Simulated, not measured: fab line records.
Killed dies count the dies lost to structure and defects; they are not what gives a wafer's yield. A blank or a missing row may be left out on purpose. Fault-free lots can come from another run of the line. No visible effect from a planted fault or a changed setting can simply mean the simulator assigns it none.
Which tool is to blame? :: flow gf180mcu :: 7 lots with 21 wafers sampled at 3 steps, on a route of 602 steps

WHAT THE GAUGES SHOWED, per wafer
GF_VT_IMPLANT_OVL_MEAS_18.
lot: L729
measured: day 6 18:38
on: overlay-01
VT_IMPLANT_01_OVL (nm): 2.3 0.5 0.0

lot: L732
measured: day 7 13:04
on: overlay-01
VT_IMPLANT_01_OVL (nm): 1.3 1.7 2.5

lot: L734
measured: day 8 02:34
on: overlay-01
VT_IMPLANT_01_OVL (nm): 4.2 4.3 2.2

lot: L736
measured: day 8 12:37
on: overlay-02
VT_IMPLANT_01_OVL (nm): 2.0 2.4 2.5

lot: L741
measured: day 9 21:35
on: overlay-01
VT_IMPLANT_01_OVL (nm): 0.4 0.6 1.1

lot: L745
measured: day 11 00:11
on: overlay-02
VT_IMPLANT_01_OVL (nm): 0.5 -0.5 0.3

lot: L747
measured: day 11 11:56
on: overlay-01
VT_IMPLANT_01_OVL (nm): 0.9 1.2 1.5

WHAT TOOL EACH LOT RAN ON (gives the tool, then ch and the chambers of the sampled wafers, and finally the start)
lot: L729
GF_STI_ETCH_14: rieSi-02 ch 1,2,3, day 2 11:46
GF_STI_STRIP_15: plasmaAsher-03 ch 0,1, day 2 11:50

lot: L732
GF_STI_ETCH_14: rieSi-01 ch 1,3, day 3 04:38
GF_STI_STRIP_15: plasmaAsher-02 ch 0,1, day 3 04:42

lot: L734
GF_STI_ETCH_14: rieSi-02 ch 1,2,3, day 3 13:47
GF_STI_STRIP_15: plasmaAsher-03 ch 0,1, day 3 13:51

lot: L736
GF_STI_ETCH_14: rieSi-02 ch 1,2, day 3 23:35
GF_STI_STRIP_15: plasmaAsher-03 ch 0,1, day 3 23:39

lot: L741
GF_STI_ETCH_14: rieSi-01 ch 0,1,2, day 5 02:10
GF_STI_STRIP_15: plasmaAsher-01 ch 0, day 5 02:14

lot: L745
GF_STI_ETCH_14: rieSi-01 ch 0,2,3, day 5 21:58
GF_STI_STRIP_15: plasmaAsher-01 ch 0,1, day 5 22:02

lot: L747
GF_STI_ETCH_14: rieSi-01 ch 0,1,2, day 6 08:52
GF_STI_STRIP_15: plasmaAsher-01 ch 0,1, day 6 08:56
- GF_STI_ETCH_14: etches Si in HBr/Cl2/O2, target depth 360 nm, time 102.9 s.
- GF_STI_STRIP_15: strips in O2/N2.

THE ANSWER, worked out from the rows above alone
Rule: usual is defined by the lots themselves. The widest of any qualifying gaps counts: lots, ordered by their means at a reading, are off when they make up no more than a third of the lots, leave a main group of 4 or more, and stand apart from it by 3 or more times the standard deviation of that group's means. The tables above print the reading to a certain number of digits; a main group whose means all agree to those digits is not used. A lot without any number at a reading at which 4 lots or more have one is off too. All remaining lots with rows at the step are treated as sound.
Nothing can be told from this: no lot is off at any reading shown.

WHAT HAD BEEN PUT IN BY THE SIMULATOR
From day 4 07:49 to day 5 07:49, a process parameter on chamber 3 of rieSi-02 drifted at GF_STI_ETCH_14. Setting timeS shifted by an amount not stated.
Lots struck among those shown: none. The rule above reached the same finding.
